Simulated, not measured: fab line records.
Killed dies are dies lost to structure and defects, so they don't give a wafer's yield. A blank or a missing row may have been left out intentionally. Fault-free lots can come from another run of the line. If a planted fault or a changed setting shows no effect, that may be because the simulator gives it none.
fab line records	flow sky130
[record] lots = 12	wafers = 36	last_day = 50
route steps=708 shown POLY_GATE@235 LDD_HVN@277 SPACER@304
lots with no fault: from the same line, run without faults
start_h: hours from the record's opening day to when the first of the lot's shown wafers began	wait_h: hours elapsed since this lot's preceding step	" same as the row above	L1.1+2: several wafers, shown together as one row	- value missing, or start not given	* or withheld: withheld	< > ~ a bound
route shown NAME@n: a module of which the file shows steps, and the number in the route of the first	usual: mean and standard deviation over wafers with no fault	same: alike in all rows	chamber/n: place in a boat	sites: readings site by site	_std_site: the values' standard deviation	_edge_site: the outer-site mean with the inner-site mean subtracted	radius_mm: how far each site lies from the wafer's centre	mask NAME#n: copy n	behind: the most recent tool/chamber to have shaped the wafer	hold: reason for holding the lot/hours on hold/outcome of the hold	device: names the non-switching transistor (n, p or np)	end of line: tests run on the same wafers once the route is complete	a step given without rows: its recipe and nothing more	killed: not the wafer's yield, but the dies lost to structure and defects at the first sort	map: per-die view of a wafer (x killed, . not killed, _ where there is no die)
set.NAME: the run value of the setting; set.NAME@STEP: its run value at that earlier step	model.NAME: the simulator's own value behind a step, which no gauge read
the route's steps for a sample of lots (tables are steps, rows are wafers)
services: when a tool's chamber went out of use (start_h, in hours from the record's first day, below 0 if earlier), for how many hours, and the reason
[[steps]]
[step SKY_POLY_GATE_THK_MEAS_21]
[recipe] reads = SiO2_of_POLY_GATE_OXIDATION_20
[usual] POLY_GATE_OXIDATION_THK = 3.99/0.1
lot.wafer	tool	chamber	start_h	wait_h	POLY_GATE_OXIDATION_THK[nm]
L471.1	film_metro-02	-	370.52	0.0	4.21
L471.4	"	-	"	"	4.24
L471.6	"	-	"	"	4.15
L472.1	film_metro-03	-	378.37	0.0	3.96
L472.4	"	-	"	"	3.93
L472.5	"	-	"	"	3.83
L477.1	film_metro-02	-	419.44	0.0	3.84
L477.2	"	-	"	"	3.85
L477.4	"	-	"	"	3.89
L479.2	film_metro-03	-	444.43	0.0	3.91
L479.3	"	-	"	"	3.97
L479.6	"	-	"	"	3.99
L487.1	film_metro-04	-	518.76	0.0	4.05
L487.2	"	-	"	"	4.04
L487.5	"	-	"	"	4.08
L489.2	film_metro-02	-	539.17	0.0	4.22
L489.4	"	-	"	"	4.10
L489.6	"	-	"	"	4.16
L488.2	film_metro-02	-	541.74	0.0	3.99
L488.3	"	-	"	"	4.04
L488.6	"	-	"	"	4.00
L490.1	film_metro-02	-	550.83	0.0	3.89
L490.5	"	-	"	"	3.92
L490.6	"	-	"	"	3.85
L491.1	film_metro-02	-	552.02	0.0	3.93
L491.2	"	-	"	"	4.00
L491.5	"	-	"	"	3.94
L492.1	film_metro-03	-	561.43	0.0	4.19
L492.2	"	-	"	"	4.05
L492.4	"	-	"	"	4.01
L493.1	film_metro-02	-	566.33	0.0	4.01
L493.3	"	-	"	"	4.04
L493.4	"	-	"	"	3.95
L494.2	film_metro-02	-	569.22	0.0	4.08
L494.5	"	-	"	"	4.07
L494.6	"	-	"	"	4.08
[step SKY_POLY_GATE_CD_MEAS_22]
[usual] cd_nm = 149.7/1.9
lot.wafer	tool	chamber	start_h	wait_h	cd_nm
L471.1	cd_sem-02	-	370.58	0.1	148.4
L471.4	"	-	"	"	148.4
L471.6	"	-	"	"	150.1
L472.1	cd_sem-01	-	378.43	0.1	148.8
L472.4	"	-	"	"	152.0
L472.5	"	-	"	"	149.6
L477.1	cd_sem-02	-	419.50	0.1	148.8
L477.2	"	-	"	"	148.9
L477.4	"	-	"	"	150.7
L479.2	cd_sem-01	-	444.51	0.1	145.5
L479.3	"	-	"	"	146.8
L479.6	"	-	"	"	149.0
L487.1	cd_sem-02	-	518.82	0.1	147.7
L487.2	"	-	"	"	149.7
L487.5	"	-	"	"	147.5
L489.2	cd_sem-01	-	539.25	0.1	150.2
L489.4	"	-	"	"	148.0
L489.6	"	-	"	"	150.6
L488.2	cd_sem-01	-	541.81	0.1	146.9
L488.3	"	-	"	"	149.0
L488.6	"	-	"	"	147.0
L490.1	cd_sem-01	-	550.89	0.1	151.4
L490.5	"	-	"	"	150.0
L490.6	"	-	"	"	153.0
L491.1	cd_sem-02	-	552.11	0.1	147.9
L491.2	"	-	"	"	147.8
L491.5	"	-	"	"	146.7
L492.1	cd_sem-02	-	561.49	0.1	151.8
L492.2	"	-	"	"	150.3
L492.4	"	-	"	"	152.2
L493.1	cd_sem-01	-	566.39	0.1	147.9
L493.3	"	-	"	"	151.7
L493.4	"	-	"	"	150.1
L494.2	cd_sem-02	-	569.30	0.1	147.0
L494.5	"	-	"	"	150.4
L494.6	"	-	"	"	150.0
[step SKY_LDD_HVN_TW_MEAS_10]
[usual] LDD_HVN_TW = 1424/11
lot.wafer	tool	chamber	start_h	wait_h	LDD_HVN_TW
L471.1	film_metro-02	-	461.11	0.1	1429
L471.4	"	-	"	"	1423
L471.6	"	-	"	"	1425
L472.1	film_metro-03	-	469.29	0.1	1441
L472.4	"	-	"	"	1450
L472.5	"	-	"	"	1442
L477.1	film_metro-02	-	512.96	0.1	1421
L477.2	"	-	"	"	1418
L477.4	"	-	"	"	1419
L479.2	film_metro-02	-	537.53	0.1	1419
L479.3	"	-	"	"	1419
L479.6	"	-	"	"	1422
L487.1	film_metro-02	-	610.41	0.1	1407
L487.2	"	-	"	"	1410
L487.5	"	-	"	"	1407
L489.2	film_metro-04	-	627.72	0.1	1427
L489.4	"	-	"	"	1430
L489.6	"	-	"	"	1429
L488.2	film_metro-02	-	631.22	0.1	1419
L488.3	"	-	"	"	1429
L488.6	"	-	"	"	1415
L490.1	film_metro-02	-	640.51	0.1	1426
L490.5	"	-	"	"	1424
L490.6	"	-	"	"	1419
L491.1	film_metro-04	-	641.39	0.1	1426
L491.2	"	-	"	"	1418
L491.5	"	-	"	"	1429
L492.1	film_metro-04	-	650.92	0.1	1419
L492.2	"	-	"	"	1418
L492.4	"	-	"	"	1420
L493.1	film_metro-02	-	655.76	0.1	1425
L493.3	"	-	"	"	1425
L493.4	"	-	"	"	1419
L494.2	film_metro-02	-	658.48	0.1	1423
L494.5	"	-	"	"	1427
L494.6	"	-	"	"	1424
[step SKY_SPACER_CVD_00]
[recipe] material = Si3N4	precursor = DCS/NH3	target_thk_nm = 43.1	temp_c = 770	time_s = 740	pressure_mtorr = 250
[usual] spike_tc_centre_C = 771.0/1	zone_power_upper_pct = 13.9/1.9
lot.wafer	tool	chamber	start_h	wait_h	spike_tc_centre_C	zone_power_upper_pct
L471.1	lpcvd-02	0	522.53	0.0	771.6	12.5
L471.4	"	0	"	"	772.5	12.1
L471.6	"	0	"	"	770.3	12.2
L472.1	lpcvd-02	0	531.62	0.0	771.3	12.3
L472.4	"	0	"	"	770.9	12.0
L472.5	"	0	"	"	771.2	12.2
L477.1	lpcvd-02	1	574.30	0.3	769.5	15.8
L477.2	"	1	"	"	770.9	16.1
L477.4	"	1	"	"	769.7	16.1
L479.2	lpcvd-02	0	598.13	0.3	770.3	12.2
L479.3	"	0	"	"	770.9	12.1
L479.6	"	0	"	"	770.3	12.0
L487.1	lpcvd-02	1	668.53	0.0	772.0	16.2
L487.2	"	1	"	"	770.3	15.9
L487.5	"	1	"	"	771.4	16.1
L489.2	lpcvd-02	1	684.88	0.0	771.0	16.0
L489.4	"	1	"	"	771.7	15.8
L489.6	"	1	"	"	769.5	16.1
L488.2	lpcvd-02	0	689.20	0.0	770.8	12.1
L488.3	"	0	"	"	771.2	12.2
L488.6	"	0	"	"	770.5	12.2
L490.1	lpcvd-02	1	697.55	0.0	770.0	16.2
L490.5	"	1	"	"	769.9	15.9
L490.6	"	1	"	"	771.0	16.1
L491.1	lpcvd-02	0	699.81	1.0	773.0	12.2
L491.2	"	0	"	"	772.6	12.1
L491.5	"	0	"	"	771.4	12.2
L492.1	lpcvd-02	1	706.97	0.0	770.3	15.9
L492.2	"	1	"	"	771.1	16.1
L492.4	"	1	"	"	770.9	16.0
L493.1	lpcvd-02	0	712.63	0.0	770.6	12.3
L493.3	"	0	"	"	772.0	12.2
L493.4	"	0	"	"	771.7	12.4
L494.2	lpcvd-02	0	715.35	0.0	770.4	12.4
L494.5	"	0	"	"	772.1	12.2
L494.6	"	0	"	"	771.1	12.1
[step SKY_SPACER_THK_MEAS_01]
[recipe] reads = Si3N4_of_SPACER_CVD_00
[usual] SPACER_CVD_00_THK = 42.7/0.34
lot.wafer	tool	chamber	start_h	wait_h	SPACER_CVD_00_THK[nm]
L471.1	film_metro-02	-	523.74	0.0	42.6
L471.4	"	-	"	"	42.9
L471.6	"	-	"	"	42.6
L472.1	film_metro-01	-	532.82	0.0	43.1
L472.4	"	-	"	"	42.9
L472.5	"	-	"	"	42.8
L477.1	film_metro-01	-	575.51	0.0	42.8
L477.2	"	-	"	"	42.8
L477.4	"	-	"	"	43.1
L479.2	film_metro-01	-	599.34	0.0	25.6
L479.3	"	-	"	"	25.8
L479.6	"	-	"	"	25.8
L487.1	film_metro-04	-	669.74	0.0	43.1
L487.2	"	-	"	"	43.1
L487.5	"	-	"	"	43.2
L489.2	film_metro-02	-	686.10	0.0	42.4
L489.4	"	-	"	"	41.7
L489.6	"	-	"	"	42.3
L488.2	film_metro-01	-	690.41	0.0	42.9
L488.3	"	-	"	"	43.5
L488.6	"	-	"	"	43.1
L490.1	film_metro-02	-	698.76	0.0	43.0
L490.5	"	-	"	"	43.0
L490.6	"	-	"	"	43.1
L491.1	film_metro-04	-	701.01	0.0	42.6
L491.2	"	-	"	"	42.8
L491.5	"	-	"	"	42.7
L492.1	film_metro-02	-	708.17	0.0	42.9
L492.2	"	-	"	"	43.1
L492.4	"	-	"	"	43.4
L493.1	film_metro-04	-	713.84	0.0	42.8
L493.3	"	-	"	"	43.1
L493.4	"	-	"	"	42.9
L494.2	film_metro-04	-	716.57	0.0	42.5
L494.5	"	-	"	"	42.8
L494.6	"	-	"	"	42.4
[step SKY_SPACER_ETCHBACK_02]
[recipe] chemistry = CH3F/O2	target = Si3N4	stop_on = SiO2	source_w = 400	bias_w = 80	pressure_mtorr = 25	ch3f_flow_sccm = 40	O2_flow_sccm = 30	time_s = 46.7	target_depth_a = 450
[usual] drypump_motor_current_A = 5.5/0.36	oes_product_au = 0.851/0.0058	throttle_valve_pct = 10.562/0.01
lot.wafer	tool	chamber	start_h	wait_h	drypump_motor_current_A	oes_product_au	rf_hours_counter_h	throttle_valve_pct
L471.1	rie_diel-01	1	523.80	0.1	5.7	0.846	18	10.563
L471.4	"	3	"	"	5.5	0.851	-	10.558
L471.6	"	2	"	"	5.6	0.846	-	10.564
L472.1	rie_diel-02	1	532.88	0.1	5.1	0.860	14	10.550
L472.4	"	2	"	"	6.0	0.848	1	10.559
L472.5	"	1	"	"	5.1	0.846	-	10.561
L477.1	rie_diel-02	3	575.57	0.1	5.5	0.855	33	10.582
L477.2	"	2	"	"	6.0	0.851	2	10.559
L477.4	"	0	"	"	5.2	0.854	55	10.553
L479.2	rie_diel-01	2	599.39	0.0	5.7	0.659	66	10.522
L479.3	"	3	"	"	5.4	0.661	0	10.534
L479.6	"	0	"	"	6.0	0.660	-	10.552
L487.1	rie_diel-02	1	669.80	0.1	5.0	0.858	17	10.564
L487.2	"	2	"	"	6.0	0.854	4	10.560
L487.5	"	3	"	"	5.5	0.853	-	10.561
L489.2	rie_diel-04	1	686.15	0.0	6.2	0.849	7	10.560
L489.4	"	3	"	"	5.4	0.842	31	10.567
L489.6	"	2	"	"	5.1	0.846	-	10.559
L488.2	rie_diel-02	1	690.46	0.0	5.0	0.850	17	10.573
L488.3	"	2	"	"	6.0	0.860	5	10.566
L488.6	"	1	"	"	5.1	0.850	-	10.544
L490.1	rie_diel-04	3	698.82	0.1	5.3	0.854	31	10.576
L490.5	"	1	"	"	6.2	0.849	-	10.564
L490.6	"	2	"	"	5.1	0.850	-	10.559
L491.1	rie_diel-04	3	701.07	0.1	5.3	0.846	31	10.550
L491.2	"	1	"	"	6.2	0.849	7	10.547
L491.5	"	0	"	"	5.9	0.849	-	10.541
L492.1	rie_diel-04	1	708.23	0.1	6.2	0.859	7	10.574
L492.2	"	2	"	"	5.1	0.852	7	10.562
L492.4	"	0	"	"	5.9	0.859	3	10.568
L493.1	rie_diel-02	2	713.90	0.1	6.0	0.854	5	10.561
L493.3	"	1	"	"	5.1	0.854	18	10.563
L493.4	"	3	"	"	5.5	0.851	36	10.560
L494.2	rie_diel-02	2	716.62	0.0	6.0	0.850	5	10.559
L494.5	"	0	"	"	5.2	0.860	-	10.564
L494.6	"	3	"	"	5.5	0.849	-	10.567
[[services]]
tool	chamber	start_h	hours	kind
rie_diel-04	2	512.13	12.0	repair
rie_diel-04	-	512.59	2.8	pm
rie_diel-04	0	540.31	-	clean
rie_diel-04	0	540.31	18.8	scheduled_down
rie_diel-04	0	540.31	18.8	vent_cycle
rie_diel-04	-	560.86	0.9	repair
rie_diel-01	3	576.01	-	clean
rie_diel-01	3	576.01	15.7	scheduled_down
rie_diel-01	3	576.01	15.7	vent_cycle
rie_diel-01	1	597.98	13.6	repair
rie_diel-01	2	613.91	-	clean
rie_diel-01	2	613.91	18.9	scheduled_down
rie_diel-01	2	613.91	18.9	vent_cycle
rie_diel-01	0	628.40	5.2	repair
rie_diel-02	-	638.78	5.4	repair
rie_diel-01	3	640.50	3.9	repair
lpcvd-02	-	648.54	6.0	pm
rie_diel-01	2	656.19	2.5	repair
rie_diel-02	-	678.79	2.8	pm
rie_diel-02	0	690.89	-	clean
rie_diel-02	0	690.89	21.4	scheduled_down
rie_diel-02	0	690.89	21.4	vent_cycle
rie_diel-02	1	704.63	3.4	repair
[[key]]
[first_sign] step = SKY_SPACER_THK_MEAS_01	reading = SPACER_CVD_00_THK	direction = down	sigmas = 50	usual = 42.7	struck = 25.7
[effect] step = SKY_SPACER_ETCHBACK_02	reading = oes_product_au	direction = down	sigmas = 33	usual = 0.851	struck = 0.660
met_at SKY_SPACER_CVD_00
struck_lots L479
struck_wafers L479.2,L479.3,L479.6
tester_left_out L479
not_acting_at SKY_POLY_GATE_THK_MEAS_21,SKY_POLY_GATE_CD_MEAS_22,SKY_LDD_HVN_TW_MEAS_10
onset_between 531.62 598.13
[fault] kind = process_parameter_drift	tool = lpcvd-02	chamber = 0	onset_h = 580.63	steps = SKY_SPACER_CVD_00	channel = target_thk_nm	offset = -16.598	shape = step	end_h = 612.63	acts_in = these_recipes_only	stated = 43.1
// tester_left_out: of these lots the tester's yield and bins aren't shown, on N5 and GAA mostly nor the transistor test; their killed dies are dies lost to structure and defects alone, not to doping, threshold or leakage, so they don't give the yield
